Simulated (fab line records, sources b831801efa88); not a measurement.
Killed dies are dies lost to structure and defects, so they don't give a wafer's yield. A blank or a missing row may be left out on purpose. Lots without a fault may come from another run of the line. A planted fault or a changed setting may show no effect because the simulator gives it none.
Which tool did it? | flow gf180mcu | 6 lots, 18 wafers sampled, at 2 steps of a route of 602

WHAT THE GAUGES READ, wafer by wafer
GF_M4_OVL_MEAS_15.
lot  | measured     | on         | M4_OVL (nm)
L667 | day 24 00:56 | overlay-02 | 4 -2 2
L669 | day 24 22:29 | overlay-01 | -6 -5 -8
L671 | day 26 00:47 | overlay-02 | 1 0 -2
L674 | day 26 13:56 | overlay-01 | -1 1 -2
L683 | day 29 03:47 | overlay-01 | 4 7 7
L688 | day 30 11:02 | overlay-01 | 6 5 2

WHICH TOOL RAN EACH LOT (tool, then ch and the chambers of the sampled wafers, then the start)
lot  | GF_V2_CMP_04
L667 | cmp-01 ch 0,1,2, day 19 21:34
L669 | cmp-02 ch 2,3, day 20 21:48
L671 | cmp-02 ch 1,2,3, day 22 01:56
L674 | cmp-02 ch 1,2,3, day 22 16:26
L683 | cmp-01 ch 0,2, day 25 12:39
L688 | cmp-02 ch 1,2,3, day 27 00:40
- GF_V2_CMP_04: polishes SiO2.

THE ANSWER, worked out from the rows above alone
Rule: what is usual is taken from the lots themselves. Put in order of their means at a reading, lots are off if they are a third of the lots or fewer, leave a main group of 4 or more, and stand apart from it by a gap of 3 or more times the standard deviation of the main group's means; of several such gaps the widest counts. A main group whose means are all the same, to the digits that the tables above print for the reading, isn't used. A lot without any number at a reading at which 4 lots or more have one is off too. The other lots that the step has rows for count as sound.
No lot is off at any reading shown: from this, nothing can be told.

WHAT THE SIMULATOR HAD PUT IN
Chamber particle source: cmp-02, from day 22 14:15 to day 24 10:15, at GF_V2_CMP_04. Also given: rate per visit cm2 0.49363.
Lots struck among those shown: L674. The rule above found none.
